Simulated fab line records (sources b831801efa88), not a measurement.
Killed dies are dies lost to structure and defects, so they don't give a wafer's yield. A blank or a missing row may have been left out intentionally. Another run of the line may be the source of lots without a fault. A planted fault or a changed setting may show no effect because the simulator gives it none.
Matching of chambers / flow sky130 / SKY_VIA1_CMP_24 on cmp-02 has 4 sister chambers
The step polishes, stops on SiO2, t overpolish 15 s, target thk 0 nm. 14 wafers are shown with their chamber, then 7 later ones without.

## EACH WAFER AND ITS CHAMBER
wafer=L250.1; chamber=1; motor current A (A)=10.8; overpolish run s (s)=15.006; head pressure psi (psi)=3.502
wafer=L250.3; chamber=2; motor current A (A)=11.4; overpolish run s (s)=14.994; head pressure psi (psi)=3.501
wafer=L250.5; chamber=1; motor current A (A)=10.5; overpolish run s (s)=15.011; head pressure psi (psi)=3.502
wafer=L253.2; chamber=1; motor current A (A)=10.8; overpolish run s (s)=14.999; head pressure psi (psi)=3.490
wafer=L253.3; chamber=2; motor current A (A)=10.9; overpolish run s (s)=14.997; head pressure psi (psi)=3.498
wafer=L253.5; chamber=3; motor current A (A)=11.8; overpolish run s (s)=14.997; head pressure psi (psi)=3.504
wafer=L256.2; chamber=0; motor current A (A)=13.2; overpolish run s (s)=15.005; head pressure psi (psi)=3.495
wafer=L256.3; chamber=1; motor current A (A)=10.9; overpolish run s (s)=15.002; head pressure psi (psi)=3.507
wafer=L256.4; chamber=2; motor current A (A)=10.7; overpolish run s (s)=14.998; head pressure psi (psi)=3.491
wafer=L257.1; chamber=1; motor current A (A)=10.6; overpolish run s (s)=15.008; head pressure psi (psi)=3.500
wafer=L257.3; chamber=0; motor current A (A)=13.0; overpolish run s (s)=15.010; head pressure psi (psi)=3.499
wafer=L257.5; chamber=3; motor current A (A)=11.6; overpolish run s (s)=14.994; head pressure psi (psi)=3.503
wafer=L259.2; chamber=1; motor current A (A)=10.9; overpolish run s (s)=14.993; head pressure psi (psi)=3.496
wafer=L259.4; chamber=0; motor current A (A)=12.4; overpolish run s (s)=15.004; head pressure psi (psi)=3.495

SIGNATURES (averages over the wafers above)
reading=motor current A; chamber 0=12.867; chamber 1=10.750; chamber 2=11.000; chamber 3=11.700; scatter within a chamber=0.276
reading=overpolish run s; chamber 0=15.00633; chamber 1=15.00317; chamber 2=14.99633; chamber 3=14.99550; scatter within a chamber=0.00499
reading=head pressure psi; chamber 0=3.49633; chamber 1=3.49950; chamber 2=3.49667; chamber 3=3.50350; scatter within a chamber=0.00485
Rule: for each reading, subtract the chamber's mean from the wafer's reading, divide by that reading's scatter and square the result; add these up over the readings and take the root, which gives the wafer's distance from the chamber. The wafer belongs to the nearest chamber; if the next one is less than 2 further off, it can't be placed. The scatter is the square root of a quotient: the sum, over the shown wafers, of each reading's squared deviation from its chamber's mean, divided by wafers minus chambers.

## WAFERS WITH NO CHAMBER GIVEN
wafer=L259.6; motor current A (A)=10.4; overpolish run s (s)=15.001; head pressure psi (psi)=3.504
wafer=L260.1; motor current A (A)=11.4; overpolish run s (s)=15.009; head pressure psi (psi)=3.491
wafer=L260.3; motor current A (A)=10.3; overpolish run s (s)=15.002; head pressure psi (psi)=3.500
wafer=L260.5; motor current A (A)=12.2; overpolish run s (s)=15.003; head pressure psi (psi)=3.493
wafer=L273.3; motor current A (A)=10.7; overpolish run s (s)=15.006; head pressure psi (psi)=3.509
wafer=L273.4; motor current A (A)=12.6; overpolish run s (s)=14.997; head pressure psi (psi)=3.498
wafer=L273.5; motor current A (A)=10.4; overpolish run s (s)=15.012; head pressure psi (psi)=3.495

## EACH ONE'S CHAMBER
wafer=L259.6; from the rows above=can't be placed: 1 or 2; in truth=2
wafer=L260.1; from the rows above=can't be placed: 2 or 1 or 3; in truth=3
wafer=L260.3; from the rows above=can't be placed: 1 or 2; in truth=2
wafer=L260.5; from the rows above=can't be placed: 0 or 3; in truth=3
wafer=L273.3; from the rows above=can't be placed: 1 or 2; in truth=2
wafer=L273.4; from the rows above=can't be placed: 0 or 3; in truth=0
wafer=L273.5; from the rows above=can't be placed: 1 or 2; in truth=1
Correct placement for 0 of the 7. Not placeable from these rows: 7 (in 7, the candidates include the true chamber). Placed wrongly: 0.
